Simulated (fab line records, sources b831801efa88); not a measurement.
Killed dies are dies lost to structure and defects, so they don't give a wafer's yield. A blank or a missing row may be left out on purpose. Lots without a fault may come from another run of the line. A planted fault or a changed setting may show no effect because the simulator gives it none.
Which tool did it? | flow sky130 | 24 lots, 72 wafers sampled, at 1 step of a route of 708

WHAT THE GAUGES READ, wafer by wafer
SKY_SPACER_THK_MEAS_01. Usual: SPACER_CVD_00_THK 43.1 nm, standard deviation 0.34.
lot  | measured     | on            | SPACER_CVD_00_THK (nm) | flag
L074 | day 23 05:52 | film_metro-03 | 42.9 43.1 42.7         |
L075 | day 23 16:08 | film_metro-02 | 43.8 43.4 43.6         |
L076 | day 23 19:38 | film_metro-01 | 43.1 43.1 43.3         |
L077 | day 24 20:56 | film_metro-03 | 42.7 42.4 42.6         |
L078 | day 25 23:23 | film_metro-01 | 43.5 43.9 43.5         |
L080 | day 26 07:44 | film_metro-02 | 43.1 43.5 43.5         |
L079 | day 26 08:56 | film_metro-03 | 43.0 42.7 43.4         |
L082 | day 26 23:34 | film_metro-02 | 43.1 43.1 43.3         |
L081 | day 26 23:35 | film_metro-03 | 42.9 42.5 42.4         |
L083 | day 27 04:59 | film_metro-02 | 43.0 43.2 43.2         |
L084 | day 27 09:35 | film_metro-02 | 43.0 42.9 42.8         |
L085 | day 27 09:36 | film_metro-03 | 43.4 43.2 43.1         |
L087 | day 27 23:13 | film_metro-03 | 42.7 43.1 43.0         |
L086 | day 28 03:50 | film_metro-02 | 43.2 42.9 43.2         |
L089 | day 28 18:20 | film_metro-01 | 43.0 42.6 42.7         |
L088 | day 28 23:23 | film_metro-03 | 43.1 42.7 42.9         |
L090 | day 29 02:59 | film_metro-03 | 43.2 43.6 43.2         |
L091 | day 29 08:32 | film_metro-03 | 42.9 43.1 43.8         |
L092 | day 29 15:02 | film_metro-02 | 43.3 43.3 42.6         |
L093 | day 29 17:12 | film_metro-01 | 42.9 43.1 43.5         |
L094 | day 29 23:23 | film_metro-03 | 43.8 44.0 43.5         |
L095 | day 30 20:25 | film_metro-02 | 43.3 43.3 43.5         |
L096 | day 30 22:56 | film_metro-01 | 43.3 43.3 43.2         |
L097 | day 31 00:11 | film_metro-02 | 42.8 42.9 42.8         |

WHICH TOOL RAN EACH LOT (tool, then ch and the chambers of the sampled wafers, then the start)
The record holds no process step before these readings.

WHAT THE TOOLS THEMSELVES READ (means of the sampled wafers that have a number; where no wafer has one, the mark that the record gives instead)
The record holds no such reading with a usual standard deviation.

THE ANSWER, worked out from the rows above alone
Rule: a lot is off if the mean of its wafers that have a number lies more than 3 standard deviations from the usual mean. A lot without any number at a reading at which 4 lots or more have one is off too. The other lots that the step has rows for count as sound. The gauges are gone through in route order, then the tools' own readings, and for those a lot's mean is taken as printed above. The first step at which some lot is off is used, and at that step the reading that is off furthest; a lot without a number counts as furthest.
No lot is off at any reading shown: from this, nothing can be told.

WHAT THE SIMULATOR HAD PUT IN
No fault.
